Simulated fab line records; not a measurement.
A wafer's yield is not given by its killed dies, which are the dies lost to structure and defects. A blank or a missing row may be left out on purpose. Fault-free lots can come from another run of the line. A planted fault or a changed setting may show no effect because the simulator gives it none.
One fault through the eyes of 2 desks ; flow sky130 ; what lay behind the numbers comes last; until then each desk has only its own

== THE TOOL OWNER'S DESK: rie-diel-01 ==
The tool's own readings at SKY_PASSIVATION_ETCH_11 (etches the open film in CF4/O2, stops on AlCu, target depth 725 nm, time 161.1 s): means of the sampled wafers that have a number, for each lot that ran on this tool. Any lot whose mean is over 4 standard deviations away from the usual mean is out of limits and marked OUT; that distance is given in the brackets.
Columns: A = drypump-motor-current-A at SKY_PASSIVATION_ETCH_11, usual 5.8 A; B = oes-product-au at SKY_PASSIVATION_ETCH_11, usual 0.978 a.u.; C = run-length-s at SKY_PASSIVATION_ETCH_11, usual 189.4 s; D = throttle-valve-pct at SKY_PASSIVATION_ETCH_11, usual 5.964 %
lot;first seen here;A;B;C;D
L611;day 44 19:13;5.7;0.973;189.0;5.960
L612;day 45 02:10;5.6;0.980;189.1;5.960
L617;day 46 15:37;5.6;0.980;189.5;5.958
L619;day 47 19:34;5.9;0.975;189.2;5.954
L625;day 48 13:37;5.6;0.912 (-9.3) OUT;209.5 (+37) OUT;5.946
L628;day 49 09:43;5.9;0.913 (-9.2) OUT;208.7 (+36) OUT;5.953
This desk's finding: out of limits on L625, L628; first on L625, day 48 13:37 (oes-product-au at SKY_PASSIVATION_ETCH_11). Within limits: L611, L612, L617, L619.

== METROLOGY DESK ==
What the gauges read for every lot (on any tool): the sampled wafers with a number, averaged. Any lot whose mean is over 4 standard deviations away from the usual mean is out of limits and marked OUT; that distance is given in the brackets.
Columns: A = PASSIVATION_CVD_00_THK at SKY_PASSIVATION_THK_MEAS_01, usual 90.0 nm
lot;first seen here;A
L611;day 43 20:47;90.0
L612;day 44 04:06;89.3
L616;day 45 08:18;90.3
L617;day 45 19:42;91.2
L619;day 47 00:17;90.4
L622;day 47 06:30;89.8
L625;day 47 18:07;89.9
L626;day 47 23:07;89.4
L628;day 48 15:28;88.8
L629;day 48 16:22;90.2
L633;day 49 12:09;89.2
This desk found nothing out of limits on any of the 11 lots.

== TAKEN TOGETHER ==
At day 48 13:37, on L625, L628, the tool owner's desk was in a position to raise an alarm.
From the metrology desk's view, nothing was out of limits.
The metrology desk has L625, L628 on record, within its limits.
On rie-diel-01, each named lot ran SKY_PASSIVATION_ETCH_11.

== WHAT THE SIMULATOR PUT IN ==
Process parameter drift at SKY_PASSIVATION_ETCH_11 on rie-diel-01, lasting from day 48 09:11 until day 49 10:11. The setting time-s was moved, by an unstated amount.
Shown lots that were struck: L625, L628.
Hours from the fault's start to each desk's first reading out of limits: the tool owner's desk, 4.
